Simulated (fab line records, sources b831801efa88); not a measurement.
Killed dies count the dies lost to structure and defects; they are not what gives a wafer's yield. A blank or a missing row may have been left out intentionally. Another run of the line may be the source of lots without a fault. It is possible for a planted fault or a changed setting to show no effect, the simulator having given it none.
Problem report in the 8D (eight disciplines) form, filled by code / flow sky130 / the parts of the form that need people (team, actions taken, sign-off) are left out

## 1. THE PROBLEM
LDD_HVN_TW at SKY_LDD_HVN_TW_MEAS_10 reads a mean of 1290 on 3 wafers of 1 lot; wafers without a fault read 1433 with a standard deviation of 9. That puts it -16 standard deviations away from the usual mean.
First observed at day 21 05:18: wafer L967.1, on film_metro-03. Wafers with a number at this step in the record: 30, from 10 lots. Rule for "out" (also "out of limits"): further than 4 standard deviations from the usual mean. All remaining wafers that have a number are taken as sound.

## 2. WHAT IT IS, WHAT IT ISN'T
question=which readings at this step | is=LDD_HVN_TW | is not=-
question=which lots | is=L967 | is not=L964, L968, L976, L982, L983, L984, L985, L986, L987
question=which wafers of those lots | is=all that have a number | is not=-
question=read on which gauges | is=film_metro-03 | is not=film_metro-01, film_metro-02
question=when | is=from day 21 05:18 | is not=up to then (3 sound wafers); but 24 sound wafers of L968, L976, L982, L983, L984, L985, L986, L987 came after

## 3. THE SUSPECTS, EACH WITH WHAT RULES IT OUT
Counting: a tool at a process step up to the reading stays a suspect if it ran every lot that is out and no sound lot after the first of them.
- the gauge at SKY_LDD_HVN_TW_MEAS_10 is ruled out. All the wafers that are out were read on film_metro-03, but those of them that SKY_LDD_P_STRIP_10 has rows for are out there too, on other tools.
- rie_si-02 at SKY_POLY_GATE_ETCH_17 (etches poly-Si in HBr/Cl2, stops on SiO2, target depth 180 nm, time 70.5 s): ruled out as a lasting fault. Following L967 (day 17 07:16), the first lot on it that is out, the sound lots L968, L983, L985 were run on it.
- plasma_asher-03 at SKY_LDD_P_STRIP_10 (strips in O2/N2): ruled out as a lasting fault. Following L967 (day 19 22:50), the first lot on it that is out, the sound lots L982, L984 were run on it.
- plasma_asher-03 at SKY_LDD_HVN_STRIP_09 (strips in O2/N2): ruled out as a lasting fault. Following L967 (day 21 05:12), the first lot on it that is out, the sound lots L986 were run on it.
Left after counting: nothing in the record.

## 4. THE CAUSE (what the simulator had put in)
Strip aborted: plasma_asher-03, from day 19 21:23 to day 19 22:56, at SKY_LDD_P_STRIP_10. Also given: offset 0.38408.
Counting ruled it out, wrongly: the rule takes a fault to strike every lot that its tool runs from its start on, and this one did not.

## 5. THE EFFECT CHAIN, in route order
One row per reading whose mean, taken over the struck wafers that have a number, lies over 3 standard deviations from the usual. Only readings whose record carries a usual standard deviation are examined. hours: median over the lots of the time between each lot's start at the first step of this table that gives one and its start at this step. sigmas: the change, counted in usual standard deviations.
hours=0; step=SKY_LDD_P_STRIP_10; reading=oes_product_au; usual=0.715 a.u.; on struck wafers=0.957; change=+0.242; sigmas=+50
hours=30; step=SKY_LDD_HVN_STRIP_09; reading=oes_product_au; usual=0.409 a.u.; on struck wafers=0.454; change=+0.045; sigmas=+11
hours=30; step=SKY_LDD_HVN_STRIP_09; reading=strip_time_to_endpoint_s; usual=4.138 s; on struck wafers=5.292; change=+1.154; sigmas=+82
hours=30; step=SKY_LDD_HVN_TW_MEAS_10; reading=LDD_HVN_TW; usual=1433; on struck wafers=1290; change=-143; sigmas=-16
Process steps it contains:
- SKY_LDD_P_STRIP_10: strips in O2/N2.
- SKY_LDD_HVN_STRIP_09: strips in O2/N2.
Readings that are blank on the struck wafers while sound wafers have them: strip_time_to_endpoint_s at SKY_LDD_P_STRIP_10.

## 6. HOW IT WOULD HAVE BEEN CAUGHT EARLIER
In this record the first reading out of limits at a measuring or inspecting step was taken at day 21 05:18, 32 hours after the fault began at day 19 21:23.
The tool's own readings at SKY_LDD_P_STRIP_10 were out on every struck wafer that the step has a row for (oes_product_au): an alarm limit on them would have fired on the first of those.
